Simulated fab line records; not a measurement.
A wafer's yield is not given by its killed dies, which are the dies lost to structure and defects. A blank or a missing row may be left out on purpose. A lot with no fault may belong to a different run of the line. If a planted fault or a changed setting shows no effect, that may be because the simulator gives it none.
Which tool did it? | flow sky130 | 12 lots, 36 wafers sampled, at 6 steps of a route of 708

== WHAT THE GAUGES SHOWED, per wafer ==
SKY_LDD_HVP_OVL_MEAS_07.
lot  | measured     | on         | LDD_HVP_OVL (nm)
L620 | day 22 01:25 | overlay-02 | 0.3 0.0 0.6
L621 | day 22 01:58 | overlay-02 | 2.6 0.3 0.4
L622 | day 22 08:49 | overlay-01 | -0.4 -0.8 0.1
L629 | day 24 23:39 | overlay-01 | 2.0 2.3 1.6
L635 | day 27 04:26 | overlay-02 | -3.0 -3.0 -2.4
L636 | day 27 13:19 | overlay-02 | -0.9 -2.4 -2.3
L638 | day 28 07:34 | overlay-02 | -2.3 -1.7 -0.5
L639 | day 28 12:16 | overlay-01 | -0.5 -1.3 -2.1
L640 | day 28 16:38 | overlay-01 | 1.2 0.9 1.2
L641 | day 29 00:55 | overlay-01 | 0.7 0.4 0.9
L642 | day 29 08:39 | overlay-01 | 2.1 2.7 4.9
L643 | day 29 16:35 | overlay-01 | 3.6 -0.1 -0.1

SKY_RES_XHIGH_TW_MEAS_09.
lot  | measured     | on            | RES_XHIGH_TW
L620 | day 27 02:13 | film_metro-01 | 1657 1650 1651
L621 | day 27 04:58 | film_metro-03 | 1653 1653 1647
L622 | day 27 11:11 | film_metro-03 | 1648 1650 1654
L629 | day 29 19:52 | film_metro-01 | 1611 1613 1600
L635 | day 31 23:11 | film_metro-01 | 1631 1631 1637
L636 | day 32 08:07 | film_metro-04 | 1662 1666 1665
L638 | day 33 02:25 | film_metro-04 | 1657 1649 1650
L639 | day 33 06:17 | film_metro-03 | 1650 1648 1638
L640 | day 33 08:31 | film_metro-04 | 1660 1659 1653
L641 | day 33 18:22 | film_metro-01 | 1661 1649 1653
L642 | day 34 00:49 | film_metro-04 | 1631 1646 1647
L643 | day 34 09:28 | film_metro-04 | 1653 1650 1645

SKY_SD_N_TW_MEAS_12.
lot  | measured     | on            | SD_N_TW
L620 | day 28 06:24 | film_metro-04 | 4041 4022 4033
L621 | day 28 09:49 | film_metro-03 | 4003 4009 4027
L622 | day 28 15:41 | film_metro-01 | 3983 3956 3977
L629 | day 31 00:08 | film_metro-03 | 3993 4009 3995
L635 | day 33 02:29 | film_metro-03 | 3994 4003 3969
L636 | day 33 11:32 | film_metro-01 | 4009 3992 3989
L638 | day 34 05:24 | film_metro-01 | 4016 4020 4003
L639 | day 34 08:48 | film_metro-04 | 4011 4002 4001
L640 | day 34 10:37 | film_metro-01 | 4015 4000 4002
L641 | day 34 21:11 | film_metro-01 | 4006 3999 4023
L642 | day 35 03:46 | film_metro-04 | 4001 3990 4012
L643 | day 35 13:02 | film_metro-03 | 4017 4031 4032

SKY_SD_N_RS_MEAS_18: measures by four-point-probe.
lot  | measured     | on            | RES_XHIGH_RS (ohm/sq)
L620 | day 28 06:56 | film_metro-03 | 330.9 332.4 332.4
L621 | day 28 10:24 | film_metro-04 | 333.6 333.4 333.9
L622 | day 28 16:14 | film_metro-03 | 331.3 332.4 331.9
L629 | day 31 00:39 | film_metro-01 | 349.1 349.9 349.4
L635 | day 33 03:02 | film_metro-04 | 334.1 333.9 333.7
L636 | day 33 12:04 | film_metro-01 | 334.1 335.0 333.4
L638 | day 34 05:56 | film_metro-04 | 333.3 332.7 332.6
L639 | day 34 09:20 | film_metro-01 | 334.5 334.5 335.9
L640 | day 34 11:09 | film_metro-04 | 334.1 332.1 333.2
L641 | day 34 21:44 | film_metro-03 | 331.8 330.7 332.3
L642 | day 35 04:18 | film_metro-01 | 336.4 335.8 335.6
L643 | day 35 13:35 | film_metro-03 | 330.9 331.7 332.1

== EACH LOT AND THE TOOL THAT RAN IT (in order: tool; ch and the chambers of the sampled wafers; start) ==
lot  | SKY_LDD_HVN_STRIP_09                 | SKY_RES_XHIGH_IMPLANT_07
L620 | plasma_asher-02 ch 0,1, day 20 18:59 | implanter-03 ch 0, day 27 01:58
L621 | plasma_asher-02 ch 0,1, day 20 19:23 | implanter-01 ch 0, day 27 04:43
L622 | plasma_asher-02 ch 0,1, day 21 02:01 | implanter-02 ch 0, day 27 10:58
L629 | plasma_asher-01 ch 0,1, day 23 18:02 | implanter-02 ch 0, day 29 19:37
L635 | plasma_asher-04 ch 0,1, day 25 23:28 | implanter-01 ch 0, day 31 22:58
L636 | plasma_asher-02 ch 0, day 26 08:59   | implanter-03 ch 0, day 32 07:52
L638 | plasma_asher-02 ch 0,1, day 27 03:53 | implanter-03 ch 0, day 33 02:10
L639 | plasma_asher-01 ch 0,1, day 27 08:28 | implanter-03 ch 0, day 33 06:04
L640 | plasma_asher-01 ch 0,1, day 27 12:44 | implanter-02 ch 0, day 33 08:17
L641 | plasma_asher-01 ch 0,1, day 27 21:08 | implanter-03 ch 0, day 33 18:08
L642 | plasma_asher-01 ch 0,1, day 28 04:35 | implanter-01 ch 0, day 34 00:34
L643 | plasma_asher-04 ch 0,1, day 28 12:38 | implanter-02 ch 0, day 34 09:14
- SKY_LDD_HVN_STRIP_09: strips in O2/N2.
- SKY_RES_XHIGH_IMPLANT_07

== WHAT THE TOOLS THEMSELVES READ (means of the sampled wafers that have a number; where no wafer has one, the mark that the record gives instead) ==
SKY_LDD_HVN_STRIP_09.
lot  | tool            | drypump_motor_current_A (A) | oes_product_au (a.u.) | strip_time_to_endpoint_s (s)
L620 | plasma_asher-02 | 5.81                        | 0.410                 | 4.128
L621 | plasma_asher-02 | 5.90                        | 0.410                 | 4.129
L622 | plasma_asher-02 | 5.82                        | 0.411                 | 4.160
L629 | plasma_asher-01 | 5.85                        | 0.410                 | 4.131
L635 | plasma_asher-04 | 5.47                        | 0.409                 | 4.138
L636 | plasma_asher-02 | 6.01                        | 0.415                 | 4.134
L638 | plasma_asher-02 | 5.91                        | 0.406                 | 4.137
L639 | plasma_asher-01 | 5.81                        | 0.412                 | 4.143
L640 | plasma_asher-01 | 5.82                        | 0.407                 | 4.114
L641 | plasma_asher-01 | 5.84                        | 0.409                 | 4.131
L642 | plasma_asher-01 | 5.85                        | 0.407                 | 4.125
L643 | plasma_asher-04 | 5.52                        | 0.407                 | 4.140

== THE ANSWER, worked out from the rows above alone ==
Rule: the usual values come from the lots themselves. The widest of any qualifying gaps counts: lots, ordered by their means at a reading, are off when they make up no more than a third of the lots, leave a main group of 4 or more, and stand apart from it by 3 or more times the standard deviation of that group's means. Not used: any main group whose means are identical at the precision the tables above print for the reading. Also off: a lot with no number at a reading for which 4 or more lots have one. The other lots that the step has rows for count as sound. First the gauges in route order, then the tools' own readings, where a lot's mean is used as printed above. At the first step where some lot is off, the reading lying furthest off is the one used; lots without a number count as furthest.
Off: at SKY_RES_XHIGH_TW_MEAS_09 (RES_XHIGH_TW), L629. Mean 1650 and standard deviation 7.8 in the main group.
If a tool, at a process step before that reading, ran all the lots that are off and no sound lot after the first of them, it fits. The gauges at SKY_RES_XHIGH_TW_MEAS_09 are tried like those tools. Of those tried, none fits.

== WHAT WAS PUT IN BY THE SIMULATOR ==
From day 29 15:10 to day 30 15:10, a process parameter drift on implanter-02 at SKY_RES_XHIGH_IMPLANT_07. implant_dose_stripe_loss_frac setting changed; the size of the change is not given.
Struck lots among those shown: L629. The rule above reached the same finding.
